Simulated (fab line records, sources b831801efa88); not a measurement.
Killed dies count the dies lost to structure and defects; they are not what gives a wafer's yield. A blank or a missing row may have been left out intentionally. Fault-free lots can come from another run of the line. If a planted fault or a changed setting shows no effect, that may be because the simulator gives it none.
The tool behind it: which one?    flow sky130    42 wafers sampled from 14 lots at 1 step of a route of 708

## WHAT EACH GAUGE READ, for each wafer
The record holds no reading of a measuring or inspecting step that can be judged against a usual standard deviation.

## WHICH TOOL RAN EACH LOT (tool, then ch and the chambers of the sampled wafers, then the start)
lot   SKY_FIELD_ISO_ETCH_14
L427  rie-diel-01 ch 0,2,3, day 2 04:52
L428  rie-diel-01 ch 1,2,3, day 2 10:34
L429  rie-diel-04 ch 0,3, day 2 17:28
L430  rie-diel-04 ch 0,1,3, day 2 20:50
L431  rie-diel-04 ch 1,3, day 3 01:34
L432  rie-diel-04 ch 0,1,2, day 3 05:34
L433  rie-diel-01 ch 0,1,3, day 3 11:28
L434  rie-diel-04 ch 0,2, day 3 16:28
L435  rie-diel-04 ch 0,1,2, day 3 21:13
L436  rie-diel-01 ch 0,1, day 4 04:13
L437  rie-diel-01 ch 0,2,3, day 4 08:37
L442  rie-diel-01 ch 1,2,3, day 5 11:07
L443  rie-diel-01 ch 0,1, day 5 15:58
L450  rie-diel-02 ch 0,1,3, day 7 05:38
- SKY_FIELD_ISO_ETCH_14: etches BARC in N2/H2, stops on SiO2, time 45.9 s, target depth 60 nm.

## AS READ BY THE TOOLS THEMSELVES (means over the sampled wafers that have a number; for cases with no such wafer, the mark the record gives instead)
SKY_FIELD_ISO_ETCH_14. Usual: drypump-motor-current-A 6.0 A, standard deviation 0.58; oes-product-au 0.854 a.u., standard deviation 0.0047; rf-fwd-power-W 494.2 W, standard deviation 2.7; throttle-valve-pct 13.225 %, standard deviation 0.0091.
lot   tool         drypump-motor-current-A (A)  oes-product-au (a.u.)  rf-fwd-power-W (W)  throttle-valve-pct (%)  flag
L427  rie-diel-01  5.9                          0.861                  495.0               13.231                  
L428  rie-diel-01  5.6                          0.856                  494.0               13.231                  
L429  rie-diel-04  5.3                          0.851                  492.9               13.223                  
L430  rie-diel-04  6.0                          0.856                  494.7               13.228                  
L431  rie-diel-04  6.2                          0.853                  494.5               13.221                  
L432  rie-diel-04  6.5                          0.855                  492.8               13.224                  
L433  rie-diel-01  6.0                          0.853                  495.5               13.220                  
L434  rie-diel-04  6.5                          0.857                  491.1               13.227                  
L435  rie-diel-04  6.5                          0.853                  493.1               13.222                  
L436  rie-diel-01  6.1                          0.852                  492.9               13.229                  
L437  rie-diel-01  5.9                          0.857                  496.5               13.218                  
L442  rie-diel-01  5.6                          0.856                  414.5               13.226                  OFF
L443  rie-diel-01  6.1                          0.854                  415.3               13.216                  OFF
L450  rie-diel-02  5.5                          0.852                  495.0               13.227                  

## THE ANSWER, worked out from the rows above alone
Rule: take the mean of a lot's wafers that have a number; if it is more than 3 standard deviations from the usual mean, the lot is off. A lot without any number at a reading at which 4 lots or more have one is off too. Where the step has rows for the other lots, those lots are counted as sound. After the gauges, taken in route order, come the tools' own readings; for these a lot's mean is taken, as printed above. At the first step where some lot is off, the reading lying furthest off is the one used; lots without a number count as furthest.
Off at SKY_FIELD_ISO_ETCH_14 (rf-fwd-power-W): L442, L443.
If a tool, at that step or one of the process steps before it, ran each lot that is off and ran no sound lot following the first of them, it fits. One fits: rie-diel-01 at SKY_FIELD_ISO_ETCH_14. A fault onset in the window from L437 (day 4 08:37, its last sound lot) to L442 (day 5 11:07, its first lot off) fits.
On the lots that are off, the tool's own readings at SKY_FIELD_ISO_ETCH_14 differ by more than 5 times the standard deviation of the sound lots' means, which bears it out; rf-fwd-power-W reads 414.9 W there versus 494.0 W on the sound lots.

## WHAT HAD BEEN PUT IN BY THE SIMULATOR
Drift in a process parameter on rie-diel-01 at SKY_FIELD_ISO_ETCH_14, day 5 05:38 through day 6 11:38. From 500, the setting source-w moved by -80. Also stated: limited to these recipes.
Struck lots among those shown: L442, L443. The rule above found the same.
